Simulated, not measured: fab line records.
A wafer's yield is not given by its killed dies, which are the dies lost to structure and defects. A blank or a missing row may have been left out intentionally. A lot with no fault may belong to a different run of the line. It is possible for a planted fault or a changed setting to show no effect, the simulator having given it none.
fab line records    flow sky130
record: lots: 7  wafers: 21  lastDay: 50
route steps=708 shown VIA3@585
lots untouched by any fault: they come from a run of this same line in which no faults occurred
startH: start of the lot's first displayed wafer, in hours after the record's first day    waitH: hours since the lot's step before    " repeats the value in the row above    L1.1+2: a single row standing in for several wafers    - no value present, or no start provided    * or withheld: withheld    < > ~ a bound
route shown NAME@n: NAME is a module with steps in the file, n the number in the route of the first one    usual: mean/standard deviation of fault-free wafers    same: alike in all rows    chamber/n: place in a boat    sites: each site's reading    _std_site: the standard deviation of these    _edge_site: mean of outer sites minus mean of inner sites    radiusMm: how far each site lies from the wafer's centre    mask NAME#n: copy n    behind: the most recent tool/chamber to have shaped the wafer    hold: what put the lot on hold/how long, in hours/how the hold closed    device: the n, p or np transistor that did not switch    end of line: the tests these same wafers got at the end of their route    where a step has no rows: the recipe by itself    killed: dies lost to structure and defects at the first sort, not the wafer's yield    map: shows each die of a wafer: x if killed, . if not, _ if none is there
set.NAME: the setting the step ran with; set.NAME@STEP: the setting that earlier step ran with    model.NAME: the simulator's own value behind a step, which no gauge read
certain route steps with their lots: each step a table, each wafer a row
services: the hour from which a tool's chamber was out of use, counted from the record's first day as startH (under 0 if before that day), plus the number of hours and why
== steps ==
step: SKY_VIA3_CD_MEAS_12
recipe: targetCdNm: 200
usual: cdNm: 199.9/1.8
lot.wafer  tool      chamber  startH   waitH  cdNm
L243.1     cdSem-02  -        1007.16  -      197.8
L243.2     "         -        "        "      198.7
L243.4     "         -        "        "      197.6
L242.2     cdSem-01  -        1009.82  -      200.0
L242.3     "         -        "        "      201.2
L242.4     "         -        "        "      200.0
L245.1     cdSem-02  -        1013.04  -      203.2
L245.5     "         -        "        "      203.3
L245.6     "         -        "        "      204.0
L248.1     cdSem-02  -        1043.55  -      197.8
L248.5     "         -        "        "      196.3
L248.6     "         -        "        "      197.5
L250.1     cdSem-01  -        1049.54  -      201.0
L250.4     "         -        "        "      199.6
L250.6     "         -        "        "      199.1
L255.3     cdSem-02  -        1074.39  -      199.9
L255.4     "         -        "        "      201.7
L255.5     "         -        "        "      201.4
L256.1     cdSem-01  -        1081.15  -      198.6
L256.2     "         -        "        "      198.0
L256.4     "         -        "        "      197.9
step: SKY_VIA3_OVL_MEAS_13
usual: VIA3_OVL: -4/6.4
lot.wafer  tool        chamber  startH   waitH  VIA3_OVL[nm]
L243.1     overlay-01  -        1007.28  0.1    -9
L243.2     "           -        "        "      -1
L243.4     "           -        "        "      3
L242.2     overlay-02  -        1009.93  0.1    -11
L242.3     "           -        "        "      -2
L242.4     "           -        "        "      -8
L245.1     overlay-02  -        1013.16  0.1    -5
L245.5     "           -        "        "      -5
L245.6     "           -        "        "      -10
L248.1     overlay-01  -        1043.67  0.1    -2
L248.5     "           -        "        "      -7
L248.6     "           -        "        "      3
L250.1     overlay-01  -        1049.66  0.1    -11
L250.4     "           -        "        "      1
L250.6     "           -        "        "      -3
L255.3     overlay-01  -        1074.49  0.1    -11
L255.4     "           -        "        "      2
L255.5     "           -        "        "      -11
L256.1     overlay-01  -        1081.27  0.1    -3
L256.2     "           -        "        "      -6
L256.4     "           -        "        "      -17
step: SKY_VIA3_ETCH_14
recipe: chemistry: N2/H2  target: BARC  ionEnergyEv: 200  sourceW: 486  biasW: 100  pressureMtorr: 30  n2FlowSccm: 100  h2FlowSccm: 200  stopOn: SiO2  timeS: 45.9  targetDepthA: 600
usual: drypumpMotorCurrentA: 5.9/0.42  oesProductAu: 0.857/0.0041  throttleValvePct: 13.225/0.0088
lot.wafer  tool        chamber  startH   waitH  drypumpMotorCurrentA  oesProductAu  rfHoursCounterH  throttleValvePct
L243.1     rieDiel-03  2        1007.31  0.0    5.1                   0.868         20               13.217
L243.2     "           3        "        "      6.4                   0.858         8                13.230
L243.4     "           1        "        "      5.4                   0.854         10               13.217
L242.2     rieDiel-01  2        1009.96  0.0    6.3                   0.859         21               13.225
L242.3     "           3        "        "      6.3                   0.858         15               13.215
L242.4     "           0        "        "      5.5                   0.857         18               13.240
L245.1     rieDiel-02  1        1013.19  0.0    5.9                   0.852         20               13.234
L245.5     "           1        "        "      5.8                   0.856         -                13.220
L245.6     "           2        "        "      6.3                   0.848         -                13.229
L248.1     rieDiel-02  2        1043.71  0.0    6.3                   0.858         9                13.233
L248.5     "           3        "        "      6.4                   0.854         -                13.217
L248.6     "           0        "        "      5.5                   0.861         -                13.230
L250.1     rieDiel-03  0        1049.69  0.0    5.8                   0.862         15               13.227
L250.4     "           2        "        "      5.1                   0.863         20               13.216
L250.6     "           1        "        "      5.4                   0.863         -                13.225
L255.3     rieDiel-01  3        1074.51  0.0    6.3                   0.859         18               13.213
L255.4     "           0        "        "      5.5                   0.859         21               13.215
L255.5     "           1        "        "      5.7                   0.857         -                13.224
L256.1     rieDiel-01  2        1081.31  0.0    6.3                   0.859         23               13.239
L256.2     "           1        "        "      5.7                   0.854         23               13.224
L256.4     "           3        "        "      6.3                   0.856         18               13.230
step: SKY_VIA3_ETCH_15
recipe: target: SiO2  chemistry: C4F8/O2/Ar  targetDepthNm: 507  stopOn: TiN  maskMaterial: KrF-thick  sourceW: 1500  biasW: 1200  pressureMtorr: 40  c4f8FlowSccm: withheld  O2_flow_sccm: 6  Ar_flow_sccm: 300  timeS: 78
usual: oesProductAu: 0.947/0.0042
lot.wafer  tool        chamber  startH   waitH  oesProductAu  rfHoursCounterH
L243.1     rieDiel-03  2        1007.36  0.0    0.945         20
L243.2     "           3        "        "      0.946         8
L243.4     "           1        "        "      0.951         10
L242.2     rieDiel-01  2        1010.00  0.0    0.936         21
L242.3     "           3        "        "      0.950         15
L242.4     "           0        "        "      0.938         18
L245.1     rieDiel-02  1        1013.24  0.0    0.942         20
L245.5     "           1        "        "      0.942         -
L245.6     "           2        "        "      0.949         -
L248.1     rieDiel-02  2        1043.75  0.0    0.949         9
L248.5     "           3        "        "      0.942         -
L248.6     "           0        "        "      0.952         -
L250.1     rieDiel-03  0        1049.74  0.0    0.941         15
L250.4     "           2        "        "      0.946         20
L250.6     "           1        "        "      0.945         -
L255.3     rieDiel-01  3        1074.55  0.0    0.944         18
L255.4     "           0        "        "      0.952         21
L255.5     "           1        "        "      0.948         -
L256.1     rieDiel-01  2        1081.35  0.0    0.949         23
L256.2     "           1        "        "      0.950         23
L256.4     "           3        "        "      0.946         18
step: SKY_VIA3_STRIP_16
recipe: chemistry: O2/N2  powerW: 1400  pressureMtorr: 1500  platenTempC: withheld  o2FlowSccm: 3000  n2FlowSccm: 300  overashFraction: 0.5
usual: drypumpMotorCurrentA: 5.5/0.44  oesProductAu: 0.403/0.005  stripTimeToEndpointS: 4.148/0.024
lot.wafer  tool            chamber  startH   waitH  drypumpMotorCurrentA  oesProductAu  rfHoursCounterH  stripTimeToEndpointS
L243.1     plasmaAsher-03  1        1007.42  0.0    6.0                   0.399         60               4.142
L243.2     "               0        "        "      5.8                   0.397         60               4.133
L243.4     "               1        "        "      5.9                   0.398         -                4.142
L242.2     plasmaAsher-03  1        1010.06  0.0    6.0                   0.406         61               4.166
L242.3     "               0        "        "      5.8                   0.399         -                4.162
L242.4     "               1        "        "      5.9                   0.403         -                4.193
L245.1     plasmaAsher-02  0        1013.30  0.0    5.0                   0.404         27               4.180
L245.5     "               0        "        "      5.0                   0.404         -                4.186
L245.6     "               1        "        "      4.9                   0.412         -                4.145
L248.1     plasmaAsher-02  1        1043.81  0.0    5.0                   0.403         30               4.155
L248.5     "               0        "        "      5.1                   0.409         -                4.158
L248.6     "               1        "        "      4.9                   0.406         -                4.148
L250.1     plasmaAsher-04  1        1049.80  0.0    5.9                   0.408         119              4.115
L250.4     "               0        "        "      5.0                   0.406         -                4.130
L250.6     "               0        "        "      5.0                   0.402         -                4.149
L255.3     plasmaAsher-03  1        1074.65  0.1    6.0                   0.407         -                4.127
L255.4     "               0        "        "      5.8                   0.414         -                4.139
L255.5     "               1        "        "      6.0                   0.405         -                4.093
L256.1     plasmaAsher-02  0        1081.41  0.0    5.0                   0.399         34               4.146
L256.2     "               1        "        "      5.0                   0.400         34               4.093
L256.4     "               1        "        "      4.9                   0.401         -                4.111
step: SKY_VIA3_STRIP_17
recipe: chemistry: postEtchResidueRemover  timeS: 1200  tempC: 72.5
step: SKY_VIA3_CLEAN_18
recipe: chemistry: IPA  timeS: 180  tempC: 25
step: SKY_VIA3_CLEAN_19
recipe: chemistry: O3/DIW  dry: n2Spin
step: SKY_VIA3_SPUTTER_20
recipe: material: TiN  targetThkNm: 20  chamberPressurePa: 5  powerW: 4000  timeS: 80
usual: chamberPressurePa: 4.999/0.0095  throttleValvePct: 30.3/0.86
lot.wafer  tool           chamber  startH   waitH  chamberPressurePa  throttleValvePct
L243.1     pvdSputter-03  -        1008.01  0.0    4.992              29.8
L243.2     "              -        "        "      5.024              29.5
L243.4     "              -        "        "      4.999              32.1
L242.2     pvdSputter-03  -        1010.65  0.0    4.997              29.7
L242.3     "              -        "        "      5.002              30.8
L242.4     "              -        "        "      4.984              32.0
L245.1     pvdSputter-01  -        1013.89  0.0    4.980              29.7
L245.5     "              -        "        "      5.016              29.5
L245.6     "              -        "        "      4.997              29.5
L248.1     pvdSputter-03  -        1044.40  0.0    4.994              30.4
L248.5     "              -        "        "      5.005              29.8
L248.6     "              -        "        "      5.014              32.2
L250.1     pvdSputter-03  -        1050.39  0.0    4.999              30.6
L250.4     "              -        "        "      5.000              29.7
L250.6     "              -        "        "      5.008              31.7
L255.3     pvdSputter-02  -        1075.20  0.0    4.994              30.1
L255.4     "              -        "        "      5.004              29.5
L255.5     "              -        "        "      5.007              29.8
L256.1     pvdSputter-03  -        1082.02  0.0    4.993              30.5
L256.2     "              -        "        "      4.990              29.5
L256.4     "              -        "        "      5.015              29.9
step: SKY_VIA3_CVD_21
recipe: material: W  targetThkNm: 390  timeS: 117.31  tempC: 400  pressureTorr: 40
usual: heaterPowerW: 902/53
lot.wafer  tool     chamber  startH   waitH  heaterPowerW
L243.1     cvdW-01  0        1008.07  0.0    928
L243.2     "        1        "        "      885
L243.4     "        0        "        "      962
L242.2     cvdW-02  1        1010.71  0.0    817
L242.3     "        0        "        "      932
L242.4     "        1        "        "      809
L245.1     cvdW-01  0        1013.95  0.0    933
L245.5     "        1        "        "      873
L245.6     "        0        "        "      963
L248.1     cvdW-02  1        1044.46  0.0    816
L248.5     "        1        "        "      808
L248.6     "        0        "        "      930
L250.1     cvdW-02  1        1050.45  0.0    814
L250.4     "        0        "        "      927
L250.6     "        1        "        "      818
L255.3     cvdW-01  0        1075.31  0.1    943
L255.4     "        1        "        "      878
L255.5     "        0        "        "      964
L256.1     cvdW-02  0        1082.08  0.0    949
L256.2     "        1        "        "      803
L256.4     "        1        "        "      830
step: SKY_VIA3_RS_MEAS_22
recipe: thkMeasGauge: four-point-probe  reads: W_of_VIA3_CVD_21+TiN_of_VIA3_SPUTTER_20
usual: VIA3_W_RS: 0.2923/0.0029
lot.wafer  tool          chamber  startH   waitH  VIA3_W_RS[ohm/sq]
L243.1     filmMetro-01  -        1008.19  0.1    0.2934
L243.2     "             -        "        "      0.2884
L243.4     "             -        "        "      0.2918
L242.2     filmMetro-03  -        1010.86  0.1    0.2965
L242.3     "             -        "        "      0.2935
L242.4     "             -        "        "      0.2929
L245.1     filmMetro-03  -        1014.07  0.1    0.2860
L245.5     "             -        "        "      0.2907
L245.6     "             -        "        "      0.2885
L248.1     filmMetro-03  -        1044.59  0.1    0.2971
L248.5     "             -        "        "      0.2997
L248.6     "             -        "        "      0.2909
L250.1     filmMetro-03  -        1050.57  0.1    0.2947
L250.4     "             -        "        "      0.2899
L250.6     "             -        "        "      0.2949
L255.3     filmMetro-01  -        1075.43  0.1    0.2879
L255.4     "             -        "        "      0.2921
L255.5     "             -        "        "      0.2918
L256.1     filmMetro-04  -        1082.20  0.1    0.2918
L256.2     "             -        "        "      0.2948
L256.4     "             -        "        "      0.2942
step: SKY_VIA3_THK_MEAS_23
recipe: thkMeasGauge: xrf  reads: W_of_VIA3_CVD_21
usual: VIA3_W_THK: 394/5.3
lot.wafer  tool          chamber  startH   waitH  VIA3_W_THK[nm]
L243.1     filmMetro-01  -        1008.31  0.1    384
L243.2     "             -        "        "      394
L243.4     "             -        "        "      387
L242.2     filmMetro-03  -        1010.97  0.1    393
L242.3     "             -        "        "      396
L242.4     "             -        "        "      397
L245.1     filmMetro-03  -        1014.19  0.1    405
L245.5     "             -        "        "      398
L245.6     "             -        "        "      401
L248.1     filmMetro-03  -        1044.71  0.1    388
L248.5     "             -        "        "      386
L248.6     "             -        "        "      398
L250.1     filmMetro-03  -        1050.69  0.1    393
L250.4     "             -        "        "      397
L250.6     "             -        "        "      392
L255.3     filmMetro-01  -        1075.53  0.1    400
L255.4     "             -        "        "      392
L255.5     "             -        "        "      398
L256.1     filmMetro-04  -        1082.32  0.1    392
L256.2     "             -        "        "      390
L256.4     "             -        "        "      387
step: SKY_VIA3_CMP_24
recipe: stopOn: SiO2  tOverpolishS: 20  downForcePsi: 3.5  platenRpm: 60  targetThkNm: 0  padVelocityMS: 0.94248
usual: edgeZonePressureFrac: 1.000/0.0044  headPressurePsi: 3.500/0.0076  motorCurrentA: 11.0/1.5  overpolishRunS: 20.001/0.0093  timeToEndpointS: 98/4.2
lot.wafer  tool    chamber  startH   waitH  edgeZonePressureFrac  headPressurePsi  motorCurrentA  overpolishRunS  timeToEndpointS  model.W_of_VIA3_CVD_21.thkNm  model.SiO2_of_VIA3_HDPCVD_00.thkNm
L243.1     cmp-01  2        1008.37  0.1    -                     -                -              -               -                390.5                         466.4
L243.4     "       3        "        "      -                     -                -              -               -                393.1                         466.4
L243.2     "       1        "        "      -                     -                -              -               -                397.6                         468
L242.4     cmp-01  2        1011.11  0.1    -                     -                -              -               -                391.4                         464.9
L242.3     "       0        "        "      -                     -                -              -               -                390.4                         465.1
L242.2     "       1        "        "      -                     -                -              -               -                386.3                         463.8
L245.1     cmp-02  3        1014.40  0.2    -                     -                -              -               -                399.8                         465.6
L245.6     "       0        "        "      -                     -                -              -               -                396.4                         466.6
L245.5     "       1        "        "      -                     -                -              -               -                393.9                         467.1
L248.1     cmp-02  0        1044.82  0.1    1.005                 3.508            11.3           20.016          97               0                             461.1
L248.5     "       3        "        "      1.006                 3.502            10.9           20.017          89               0                             462.6
L248.6     "       0        "        "      1.000                 3.507            11.6           19.988          96               0                             461.8
L250.1     cmp-02  0        1050.87  0.2    0.994                 3.505            12.7           20.008          96               0                             461.4
L250.4     "       1        "        "      0.999                 3.493            10.4           20.003          93               0                             462.3
L250.6     "       1        "        "      1.010                 3.493            11.3           19.993          88               0                             462.7
L255.3     cmp-01  0        1075.62  0.1    1.000                 3.494            13.7           20.002          99               0                             460.9
L255.4     "       2        "        "      0.995                 3.479            11.5           20.000          98               0                             461.6
L255.5     "       0        "        "      0.998                 3.492            14.2           20.008          104              0                             460.7
L256.2     cmp-01  2        1082.38  0.0    1.003                 3.510            11.8           20.011          101              0                             461.5
L256.1     "       0        "        "      0.990                 3.494            13.8           19.993          108              0                             462.7
L256.4     "       1        "        "      0.998                 3.510            10.7           20.014          99               0                             461.7
== services ==
tool            chamber  startH   hours  kind
rieDiel-02      3        989.40   2.9    repair
plasmaAsher-04  -        1002.51  14.0   repair
rieDiel-02      2        1002.67  7.6    repair
plasmaAsher-02  -        1008.19  2.8    pm
rieDiel-03      0        1018.39  5.8    repair
rieDiel-03      -        1018.99  14.6   pm
rieDiel-01      2        1024.00  14.9   repair
cmp-01          -        1037.58  17.4   pm
plasmaAsher-04  -        1055.25  9.0    pm
plasmaAsher-04  0        1055.25  9.0    ventCycle
plasmaAsher-04  1        1055.25  9.0    ventCycle
rieDiel-02      1        1055.88  7.8    repair
cmp-02          -        1060.88  2.2    repair
plasmaAsher-02  -        1063.33  0.8    repair
plasmaAsher-04  0        1064.25  -      clean
plasmaAsher-04  1        1064.25  -      clean
pvdSputter-02   -        1068.27  6.0    repair
plasmaAsher-04  -        1070.68  2.0    repair
cvdW-01         0        1076.35  1.6    repair
rieDiel-02      2        1077.08  1.3    repair
cmp-02          -        1078.59  0.6    repair
== key ==
firstSign: step: SKY_VIA3_CMP_24  reading: toolRecord  direction: missing
effect none on later readings
modelEffect: step: SKY_VIA3_CMP_24  value: W_of_VIA3_CVD_21.thkNm  without: 0  struck: 393.3
metAt SKY_VIA3_CMP_24
struckWafers L242.2,L242.3,L242.4,L243.1,L243.2,L243.4,L245.1,L245.5,L245.6
laterRowsLeftOut L242.2,L242.3,L242.4,L243.1,L243.2,L243.4,L245.1,L245.5,L245.6
sortLeftOut L242.2,L242.3,L242.4,L243.1,L243.2,L243.4,L245.1,L245.5,L245.6
fault: kind: skippedStepWhole  tool: cmp-01,cmp-02  chamber: -  onsetH: 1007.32  steps: SKY_VIA3_CMP_24  scope: struckLotsOnly
sortLeftOut: the simulated sort isn't trusted on such a fault, so these wafers' sort isn't shown, and their yield isn't known
laterRowsLeftOut: the simulator's readings of these wafers behind a module that went badly wrong aren't trusted and aren't shown, but for the sort
